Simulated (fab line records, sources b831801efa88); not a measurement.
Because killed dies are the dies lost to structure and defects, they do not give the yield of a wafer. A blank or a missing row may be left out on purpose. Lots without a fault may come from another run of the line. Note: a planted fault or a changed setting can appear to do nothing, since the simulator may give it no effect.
The same fault as seen by 2 desks -- flow sky130 -- what lay behind the numbers comes last; until then each desk has only its own

== FROM THE METROLOGY DESK ==
Lot by lot, what the gauges showed, no matter which tool ran the lot: averages of those sampled wafers that carry a number. If a lot's mean is further than 4 standard deviations from the usual mean, the lot is out of limits and carries the mark OUT (the distance appears in the brackets).
Columns: A = LDD_N_OVL at SKY_LDD_N_OVL_MEAS_07, usual -0.3 nm; B = LDD_LDN_TW at SKY_LDD_LDN_TW_MEAS_13, usual 1494
lot,first seen here,A,B
L718,day 17 14:25,0.0,1500
L720,day 18 12:58,-0.8,1496
L722,day 19 06:52,0.2,1489
L723,day 19 13:07,-1.9,1501
L724,day 19 21:11,1.4,1500
L726,day 20 11:17,0.2,1491
L728,day 21 10:24,0.9,1502
L729,day 21 21:46,-0.8,1495
L730,day 22 04:45,-1.2,1488
L735,day 23 22:16,0.4,1453 (-4.7) OUT
L736,day 24 01:01,-0.6,1452 (-4.8) OUT
L741,day 26 07:09,0.6,1483
Per this desk, out of limits: L735, L736; the first was L735, day 28 18:11 (LDD_LDN_TW at SKY_LDD_LDN_TW_MEAS_13). L718, L720, L722, L723, L724, L726, L728, L729, L730, L741 stayed within limits.

== TOOL OWNER'S DESK, implanter-04 ==
The tool's own readings at SKY_LDD_LDN_IMPLANT_08, given as means over the sampled wafers that have a number, one for each lot that went through this tool. If a lot's mean is further than 4 standard deviations from the usual mean, the lot is out of limits and carries the mark OUT (the distance appears in the brackets).
Columns: A = dose-ions-cm2 at SKY_LDD_LDN_IMPLANT_08, usual 1.25e+13; B = faraday-current-uA at SKY_LDD_LDN_IMPLANT_08, usual 70.4
lot,first seen here,A,B
L718,day 22 17:21,1.25e+13,69.5
L722,day 24 08:19,1.25e+13,72.6
L724,day 24 22:24,1.25e+13,69.5
L726,day 25 10:44,1.25e+13,69.8
L728,day 26 10:24,1.25e+13,69.9
L729,day 26 21:46,1.25e+13,71.2
L730,day 27 04:47,1.25e+13,70.3
L735,day 28 17:29,8.54e+12 (-99 or more) OUT,48.3 (-15) OUT
L736,day 28 20:46,8.52e+12 (-99 or more) OUT,48.0 (-15) OUT
Finding of this desk: L735, L736 out of limits; the first was L735 at day 28 17:29, on dose-ions-cm2 at SKY_LDD_LDN_IMPLANT_08. L718, L722, L724, L726, L728, L729, L730 stayed within limits.

== PUT TOGETHER ==
The tool owner's desk had the chance to raise an alarm at day 28 17:29 on L735, L736.
On L735, L736, the metrology desk was in a position to raise an alarm at day 28 18:11.
On implanter-04, each named lot ran SKY_LDD_LDN_IMPLANT_08.

== WHAT THE SIMULATOR PUT IN ==
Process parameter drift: implanter-04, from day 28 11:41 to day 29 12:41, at SKY_LDD_LDN_IMPLANT_08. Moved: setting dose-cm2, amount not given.
Shown lots that were struck: L735, L736.
Delay (hours) between the fault's onset and each desk's first out-of-limits reading: 6 at the tool owner's desk, 6 at the metrology desk.
